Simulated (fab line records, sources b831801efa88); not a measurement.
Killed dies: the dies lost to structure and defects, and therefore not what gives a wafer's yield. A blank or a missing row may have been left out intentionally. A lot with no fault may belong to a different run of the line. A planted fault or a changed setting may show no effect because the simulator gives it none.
Chamber matching + flow sky130 + SKY_LI_CONTACT_HDPCVD_00 on hdpcvd-01: 3 sister chambers
The step deposits PSG, target thk 930 nm, time 155 s. 16 wafers are shown with their chamber, then 7 later ones without.

WAFERS, EACH WITH ITS CHAMBER
| wafer  | chamber | run_length_s (s) |
|--------|---------|------------------|
| L739.3 | 2       | 184.0            |
| L739.4 | 1       | 182.3            |
| L739.6 | 2       | 183.2            |
| L740.3 | 2       | 183.3            |
| L740.4 | 2       | 183.5            |
| L740.6 | 1       | 181.9            |
| L742.1 | 1       | 182.4            |
| L742.2 | 2       | 184.0            |
| L744.1 | 1       | 181.8            |
| L744.4 | 2       | 183.8            |
| L745.2 | 1       | 182.4            |
| L754.1 | 1       | 181.9            |
| L754.3 | 0       | 182.8            |
| L754.6 | 0       | 182.6            |
| L757.1 | 0       | 182.4            |
| L757.5 | 0       | 181.8            |

SIGNATURES (averages over the wafers above)
| reading      | chamber 0 | chamber 1 | chamber 2 | scatter within a chamber |
|--------------|-----------|-----------|-----------|--------------------------|
| run_length_s | 182.400   | 182.117   | 183.633   | 0.347                    |
Rule: for each reading, subtract the chamber's mean from the wafer's reading, divide by that reading's scatter and square the result; add these up over the readings and take the root, which gives the wafer's distance from the chamber. If the next closest chamber is less than 2 further off than the closest, the wafer can't be placed; otherwise it belongs to the closest. How the scatter is found: for the shown wafers, subtract from each reading the mean of its chamber, square and add these, divide the total by (wafers less chambers), then take the root.

WAFERS WHOSE CHAMBER IS MISSING
| wafer  | run_length_s (s) |
|--------|------------------|
| L757.6 | 183.9            |
| L760.2 | 183.5            |
| L760.4 | 183.5            |
| L760.5 | 181.8            |
| L762.1 | 182.4            |
| L762.4 | 182.2            |
| L762.5 | 183.8            |

WHICH CHAMBER EACH WENT THROUGH
| wafer  | from the rows above     | in truth |
|--------|-------------------------|----------|
| L757.6 | 2                       | 2        |
| L760.2 | 2                       | 2        |
| L760.4 | 2                       | 2        |
| L760.5 | can't be placed: 1 or 0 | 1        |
| L762.1 | can't be placed: 0 or 1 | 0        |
| L762.4 | can't be placed: 1 or 0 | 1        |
| L762.5 | 2                       | 2        |
Correct placement for 4 of the 7. Can't be placed from these rows: 3 (the true chamber is among the candidates in 3). 0 placed wrongly.
